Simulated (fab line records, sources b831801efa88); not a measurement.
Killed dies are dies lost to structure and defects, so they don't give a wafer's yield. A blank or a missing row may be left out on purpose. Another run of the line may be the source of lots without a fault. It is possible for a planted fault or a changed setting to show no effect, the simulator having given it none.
Matching of chambers + flow gf180mcu + GF_V5_CMP_04 on cmp-01 has 4 sister chambers
The step polishes SiO2. 4 wafers are shown with their chamber, then 11 later ones without.

## EACH WAFER AND ITS CHAMBER
| wafer  | chamber | motorCurrentA (A) |
|--------|---------|-------------------|
| L085.2 | 1       | 12.5              |
| L086.5 | 2       | 10.4              |
| L086.6 | 3       | 12.6              |
| L087.1 | 0       | 10.6              |

## WAFERS MISSING THEIR CHAMBER
| wafer  | motorCurrentA (A) |
|--------|-------------------|
| L087.3 | 10.4              |
| L087.6 | 12.8              |
| L088.1 | 10.7              |
| L088.2 | 13.0              |
| L088.6 | 12.3              |
| L094.1 | 10.4              |
| L094.2 | 12.9              |
| L094.6 | 12.6              |
| L097.1 | 10.0              |
| L097.2 | 13.1              |
| L097.5 | 12.0              |

## CHAMBER TAKEN BY EACH
| wafer  | from the rows above     | in truth |
|--------|-------------------------|----------|
| L087.3 | can't be placed: 2 or 0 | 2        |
| L087.6 | can't be placed: 3 or 1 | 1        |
| L088.1 | can't be placed: 0 or 2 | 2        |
| L088.2 | can't be placed: 3 or 1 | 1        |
| L088.6 | can't be placed: 1 or 3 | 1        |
| L094.1 | can't be placed: 2 or 0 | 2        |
| L094.2 | can't be placed: 3 or 1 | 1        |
| L094.6 | can't be placed: 3 or 1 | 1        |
| L097.1 | can't be placed: 2 or 0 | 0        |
| L097.2 | can't be placed: 3 or 1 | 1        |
| L097.5 | can't be placed: 1 or 3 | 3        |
Correctly placed: 0 of 11. Cannot be placed on the basis of these rows: 11; the candidates contain the true chamber in 11. Placed wrongly: 0.
How it was worked out, from the rows above alone: a wafer's distance from a chamber is the root of the sum, over the readings, of the square of ((its reading less the chamber's mean) divided by the reading's scatter). If the next closest chamber is less than 2 further off than the closest, the wafer can't be placed; otherwise it belongs to the closest. The mean given for a chamber averages the wafers shown for that chamber. The scatter: root of mean squared gap, hidden wafer to nearest shown wafer, with one shown wafer a chamber.
